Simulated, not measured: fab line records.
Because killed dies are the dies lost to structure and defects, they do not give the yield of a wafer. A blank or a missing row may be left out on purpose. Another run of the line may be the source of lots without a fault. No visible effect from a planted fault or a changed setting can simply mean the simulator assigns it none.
Comparing a struck lot with a sound one	flow sky130	17 steps out of a route of 708
Sound: wafers L707.2, L707.3, L707.4. Struck: wafer L718.6 (L718.4, L718.5, from the same lot, were not struck and are left out); the cause is given at the end.
Order at every step that has rows: each side's tool, ch and its chambers, its first start. Under that, the readings that differ: sound wafers	struck wafers	difference of the means	sigmas: that difference in standard deviations of wafers without a fault.
alike: same words and numbers on both sides, and readings whose means sit less than 2 such deviations apart. not compared: any withheld reading, any reading some wafer has no value for, any bound like >300 that may hide the same value, and any number with overlapping values for which the record gives no deviation.
A row with sigmas, a row that says differs or no value, or rows on one side alone: a step with any of these is where the two part. Non-overlapping numbers with no deviation appear without sigmas and do not part them. A reading that every wafer of one side lacks parts them only if that side has two wafers or more.

SKY_VIA2_CMP_02: polishes SiO2.
  sound on cmp-02 ch 0,1,3, day 36 04:10; struck on cmp-02 ch 2, day 39 11:41
  alike: motor current A
SKY_VIA2_BOW_MEAS_03:
  struck on film metro-02, day 39 11:54; sound on film metro-01, day 36 04:26
reading	sound	struck	difference	sigmas
VIA2_BOW (um)	100 95 95	75	-22	-3
then, 8 steps without rows for these wafers: SKY_VIA2_DEHYDRATE_04 (time 60 s); SKY_VIA2_HMDS_05 (prime time 60 s); SKY_VIA2_COAT_06 (resist thk 60 nm); SKY_VIA2_COAT_07 (resist thk 450 nm); SKY_VIA2_SOFTBAKE_08 (time 90 s); SKY_VIA2_EXPOSE_09 (exposes mask VIM2, target cd 200 nm); SKY_VIA2_PEB_10; SKY_VIA2_DEVELOP_11 (develop time 60 s).
SKY_VIA2_CD_MEAS_12: target cd 200 nm.
  struck on cd sem-01, day 40 12:32; sound on cd sem-02, day 37 06:19
  alike: cd nm
SKY_VIA2_OVL_MEAS_13:
  struck on overlay-01, day 40 12:37; sound on overlay-01, day 37 06:25
  alike: VIA2_OVL
SKY_VIA2_ETCH_14: etches BARC in N2/H2, stops on SiO2, time 45.9 s, target depth 60 nm.
  sound on rie diel-02 ch 1,2, day 37 06:26; struck on rie diel-02 ch 0, day 40 12:38
reading	sound	struck	difference	sigmas
drypump motor current A (A)	5.4 5.8 5.8	6.5	+0.8	+2
rf fwd power W (W)	497.5 494.5 497.2	696.2	+199.8	+99 or more
model.KrF-thick_of_VIA2_COAT_07.thk nm (nm)	392.2 391.4 391.1	377.3	-14.3	
model.VIA2.cd nm (nm)	201.6 200.3 202.5	203.9	+2.4	
  alike: oes product au, throttle valve pct
  not compared: rf hours counter h
SKY_VIA2_ETCH_15: etches SiO2 in C4F8/O2/Ar, stops on TiN, target depth 546 nm, time 84 s.
  sound on rie diel-02 ch 1,2, day 37 06:29; struck on rie diel-02 ch 0, day 40 12:40
reading	sound	struck	difference	sigmas
model.KrF-thick_of_VIA2_COAT_07.thk nm (nm)	283 280.8 280.5	266.2	-15.2	
  alike: oes product au, rf fwd power W
  not compared: rf hours counter h
SKY_VIA2_STRIP_16: strips in O2/N2.
  sound on plasma asher-04 ch 0,1, day 37 06:33; struck on plasma asher-01 ch 0, day 40 12:46
reading	sound	struck	difference	sigmas
oes product au (a.u.)	0.394 0.403 0.394	0.383	-0.014	-3
strip time to endpoint s (s)	4.048 4.012 4.012	3.877	-0.147	-5
  alike: drypump motor current A
  not compared: rf hours counter h
then, 1 step without rows for these wafers: SKY_VIA2_STRIP_17 (strips in post etch residue remover, time 1200 s).
-- the record jumps here: 9 days lie between the struck wafers' starts before and after (it left off in module VIA2 and takes up again in module PAD_OPEN, whose first step shown is number 708 of the route) --
SKY_PAD_OPEN_PROBE_99:
  struck on prober-02, day 49 02:47; sound on prober-01, day 46 13:26
reading	sound	struck	difference	sigmas
killed at front end	27 10 28	11	-11	-2
  alike: defect limited yield, killed_at_M0_to_M3, killed_at_M4_up, killed at contacts, killed at other, killed dies, killed on rim, killed open, killed short, sort_bin_3_pad_short, sort_bin_5_function, sort_bin_6_memory, sort n pass, sort yield pct

WHERE THEY PART
At SKY_VIA2_BOW_MEAS_03 first; at SKY_PAD_OPEN_PROBE_99 last (within this record only).

WHY: the cause the simulator had injected
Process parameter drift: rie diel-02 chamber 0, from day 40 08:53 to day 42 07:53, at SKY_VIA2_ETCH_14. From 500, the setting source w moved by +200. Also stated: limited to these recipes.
